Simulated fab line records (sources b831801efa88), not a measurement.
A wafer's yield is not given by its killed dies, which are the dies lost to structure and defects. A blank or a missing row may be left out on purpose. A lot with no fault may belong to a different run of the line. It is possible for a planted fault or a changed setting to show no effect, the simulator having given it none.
Struck lot and sound lot, side by side | flow sky130 | 38 out of 708 route steps
Sound: wafers L971.1, L971.2, L971.3. Struck: wafer L965.6. (L965.1, L965.2 of the same lot were not struck and are left out.) The cause comes at the end.
Each step with rows lists, per side, the tool, then ch with its chambers, then its first start. Under that, the readings that differ: sound wafers | struck wafers | difference of the means | sigmas: that difference in standard deviations of wafers without a fault.
alike: readings whose means differ by less than 2 such deviations, and words and numbers that are the same on both sides. not compared: withheld readings, readings that some wafer has no value for, bounds like >300 that may hide the same value, and numbers for which the record gives no deviation and whose values overlap.
The two part at a step that has a row with sigmas, a row that says differs or no value, or rows on one side only. Non-overlapping numbers with no deviation appear without sigmas and do not part them. A reading missing from all wafers of one side parts the sides only when that side holds two or more wafers.

first, 9 steps without rows for these wafers: SKY_VIA2_SPUTTER_20 (material TiN, target thk 20 nm, time 80 s); SKY_VIA2_CVD_21 (deposits W, target thk 420 nm, time 126.4 s); SKY_VIA2_CMP_24 (polishes, stops on SiO2, t overpolish 20 s, target thk 0 nm); SKY_METAL3_SPUTTER_00 (material Ti, target thk 15 nm, time 10 s); SKY_METAL3_SPUTTER_01 (material TiN, target thk 20 nm, time 16.7 s); SKY_METAL3_SPUTTER_02 (material AlCu, target thk 735 nm, time 39.1 s); SKY_METAL3_SPUTTER_03 (material Ti, target thk 5 nm, time 3.3 s); SKY_METAL3_SPUTTER_04 (material TiN, target thk 70 nm, time 58.3 s); SKY_CAPM_CVD_00 (deposits SiO2, target thk 15.5 nm).
SKY_CAPM_SPUTTER_02: material TiN, target thk 200 nm, time 166.7 s.
  sound on pvdSputter-01, day 42 05:47; struck on pvdSputter-03, day 40 17:41
reading                                 | sound           | struck | difference | sigmas
throttleValvePct (%)                    | 28.8 31.0 29.0  | 27.4   | -2.2       | -2
model.TiN_of_CAPM_SPUTTER_02.thkNm (nm) | 199.1 201.6 201 | 141.4  | -59.2      | 
  alike: cathodeDcPowerW, chamberPressurePa
SKY_CAPM_RS_MEAS_03: measurement is done with a four-point probe.
  sound on filmMetro-03, day 42 05:54; struck on filmMetro-04, day 40 17:48
reading              | sound          | struck | difference | sigmas
CAPM_TIN_RS (ohm/sq) | 6.93 6.87 6.90 | 9.84   | +2.94      | +51
SKY_CAPM_THK_MEAS_04: measures by xrf.
  sound on filmMetro-03, day 42 06:01; struck on filmMetro-04, day 40 17:55
reading           | sound             | struck | difference | sigmas
CAPM_TIN_THK (nm) | 198.6 200.5 200.7 | 142.4  | -57.5      | -32
then, 7 steps without rows for these wafers: SKY_CAPM_DEHYDRATE_05 (time 60 s); SKY_CAPM_HMDS_06 (prime time 60 s); SKY_CAPM_COAT_07 (resist thk 1140 nm); SKY_CAPM_SOFTBAKE_08 (time 60 s); SKY_CAPM_EXPOSE_09 (exposes mask CAPM, target cd 1000 nm); SKY_CAPM_PEB_10; SKY_CAPM_DEVELOP_11 (develop time 60 s).
SKY_CAPM_METAL_ETCH_13: etches TiN in Cl2/BCl3, stops on SiO2, target depth 220 nm, time 62.9 s.
  sound on rieMetal-03 ch 0,1, day 43 05:13; struck on rieMetal-02 ch 1, day 41 17:31
reading              | sound                | struck | difference | sigmas
oesProductAu (a.u.)  | 0.940 0.942 0.942    | 0.785  | -0.156     | -26
throttleValvePct (%) | 21.896 21.900 21.895 | 22.006 | +0.109     | +11
  alike: drypumpMotorCurrentA, mfcCl2Sccm, rfFwdPowerW
  not compared: rfHoursCounterH
then, 16 steps without rows for these wafers: SKY_CAPM_STRIP_14 (strips in O2/N2); SKY_CAPM_STRIP_15 (strips in post etch residue remover, time 1200 s); SKY_CAPM_CLEAN_16 (cleans in IPA, time 180 s); SKY_CAPM_CLEAN_17 (cleans in O3/DIW); SKY_METAL3_DEHYDRATE_05 (time 60 s); SKY_METAL3_HMDS_06 (prime time 60 s); SKY_METAL3_COAT_07 (resist thk 60 nm); SKY_METAL3_COAT_08 (resist thk 1140 nm); SKY_METAL3_SOFTBAKE_09 (time 90 s); SKY_METAL3_EXPOSE_10 (exposes mask MM3, target cd 300 nm); SKY_METAL3_PEB_11; SKY_METAL3_DEVELOP_12 (develop time 60 s); SKY_METAL3_DESCUM_15 (chemistry O2, time 8 s); SKY_METAL3_ETCH_16 (etches BARC in N2/H2, stops on SiO2, time 88.2 s, target depth 60 nm); SKY_METAL3_ETCH_17 (etches SiO2 in C4F8/O2/Ar, stops on TiN, time 3.9 s, target depth 15 nm); SKY_METAL3_METAL_ETCH_18 (etches the open film in Cl2/BCl3, stops on SiO2, target depth 845 nm, time 183.1 s).
SKY_METAL3_STRIP_20: strips in post etch residue remover, time 1200 s.
  sound on wetBench-01 ch 0, day 44 05:34; struck on wetBench-01 ch 2, day 42 18:35
reading                                 | sound             | struck | difference | sigmas
model.TiN_of_CAPM_SPUTTER_02.thkNm (nm) | 198.3 200.8 200.2 | 140.5  | -59.3      | 
-- the record jumps here: 6 days lie between the struck wafers' starts before and after (it left off in module METAL3 and takes up again in module PAD_OPEN, whose first step shown is number 708 of the route) --
SKY_PAD_OPEN_PROBE_99:
  sound on prober-01, day 50 09:08; struck on prober-01, day 49 06:33
reading                          | sound               | struck | difference | sigmas
sort_bin_6_memory (%)            | 5.3 3.7 5.3         | 8.1    | +3.3       | +3
model.etest.capMim.plateOhmSq    | 6.078 5.92 5.969    | 8.512  | +2.523     | 
model.etest.capMim.bvV (V)       | 13.66 13.47 13.5    | 12.84  | -0.70      | 
model.etest.capMim.leakLog10ACm2 | -9.118 -9.106 -8.94 | -8.365 | +0.690     | 
  alike: defectLimitedYield, killed_at_M0_to_M3, killed_at_M4_up, killedAtContacts, killedAtFrontEnd, killedAtOther, killedDies, killedOpen, killedShort, sort_bin_3_pad_short, sort_bin_5_function, sortNPass, sortYieldPct

## WHERE THEY PART
At SKY_CAPM_SPUTTER_02 first; at SKY_PAD_OPEN_PROBE_99 last (within this record only).

WHY: what the simulator had put in
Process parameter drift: pvdSputter-03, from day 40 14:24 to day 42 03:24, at SKY_CAPM_SPUTTER_02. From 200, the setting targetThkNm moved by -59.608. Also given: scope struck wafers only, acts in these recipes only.
